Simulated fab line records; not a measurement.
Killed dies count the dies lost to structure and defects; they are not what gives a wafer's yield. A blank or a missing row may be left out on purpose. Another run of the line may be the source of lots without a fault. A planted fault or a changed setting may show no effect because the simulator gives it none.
A lot that was struck, set against a sound lot || flow sky130 || 14 out of 708 route steps
Sound: these wafers, L772.1, L772.5, L772.6. Struck: wafers L778.1, L778.4, L778.6. The cause comes at the end.
Each step with rows lists, per side, the tool, then ch with its chambers, then its first start. Under that, the readings that differ: sound wafers || struck wafers || difference of the means || sigmas: that difference in standard deviations of wafers without a fault.
alike: a reading whose means differ by less than 2 such deviations, as well as words and numbers matching on both sides. not compared: withheld readings; readings where some wafer has no value; bounds like >300 that might hide an equal value; numbers whose values overlap and for which the record gives no deviation.
The two part at a step that has a row with sigmas, a row that says differs or no value, or rows on one side only. Numbers that have no deviation but don't overlap get no sigmas and don't part them. A reading missing from all wafers of one side parts the sides only when that side holds two or more wafers.

SKY_METAL3_SPUTTER_02: material AlCu, target thk 735 nm, time 39.1 s.
  sound on pvdSputter-04 at day 38 08:30; struck on pvdSputter-02 at day 41 21:45
  alike: cathodeDcPowerW, throttleValvePct
SKY_METAL3_SPUTTER_03: material Ti, target thk 5 nm, time 3.3 s.
  sound on pvdSputter-04 at day 38 08:32; struck on pvdSputter-02 at day 41 21:47
  alike: cathodeDcPowerW, throttleValvePct
SKY_METAL3_SPUTTER_04: material TiN, target thk 70 nm, time 58.3 s.
  sound on pvdSputter-04 at day 38 08:34; struck on pvdSputter-02 at day 41 21:49
  alike: cathodeDcPowerW, throttleValvePct
SKY_CAPM_CVD_00: deposits SiO2, target thk 15.5 nm.
  sound on pecvd-03 ch 0,1,2, day 38 08:37; struck on pecvd-02 ch 0,2, day 41 21:52
  alike: heaterPowerW
SKY_CAPM_THK_MEAS_01:
  sound on filmMetro-03 at day 38 08:38; struck on filmMetro-03 at day 41 21:53
  alike: CAPM_CVD_00_THK
SKY_CAPM_SPUTTER_02: material TiN, target thk 200 nm, time 166.7 s.
  sound on pvdSputter-03 at day 38 08:41; struck on pvdSputter-04 at day 41 21:56
  alike: cathodeDcPowerW, throttleValvePct
SKY_CAPM_RS_MEAS_03: uses a four-point probe to measure.
  sound on filmMetro-01 at day 38 08:48; struck on filmMetro-03 at day 41 22:03
  alike: CAPM_TIN_RS
SKY_CAPM_THK_MEAS_04: measures by xrf.
  sound on filmMetro-01 at day 38 08:55; struck on filmMetro-03 at day 41 22:10
  alike: CAPM_TIN_THK
then, 4 steps without rows for these wafers: SKY_CAPM_DEHYDRATE_05 (time 60 s); SKY_CAPM_HMDS_06 (prime time 60 s); SKY_CAPM_COAT_07 (resist thk 1140 nm); SKY_CAPM_SOFTBAKE_08 (time 60 s).
SKY_CAPM_EXPOSE_09: exposes mask CAPM, target cd 1000 nm.
  struck on ilineStepper-01, day 42 09:25; sound on ilineStepper-02 ch 0, day 38 20:21
  no value came back on the struck wafers for exposureDoseMJCm2, focusOffsetNm (nm), na; on the sound wafers exposureDoseMJCm2 reads 159.15 158.97 159.35
  alike: mask
then, 1 step without rows for these wafers: SKY_CAPM_PEB_10.

== WHERE THEY PART ==
SKY_CAPM_EXPOSE_09 only, going by this record.

WHY: the cause the simulator had injected
Step skipped in full: ilineStepper-01, at SKY_CAPM_EXPOSE_09, from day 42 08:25 onward. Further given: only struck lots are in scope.
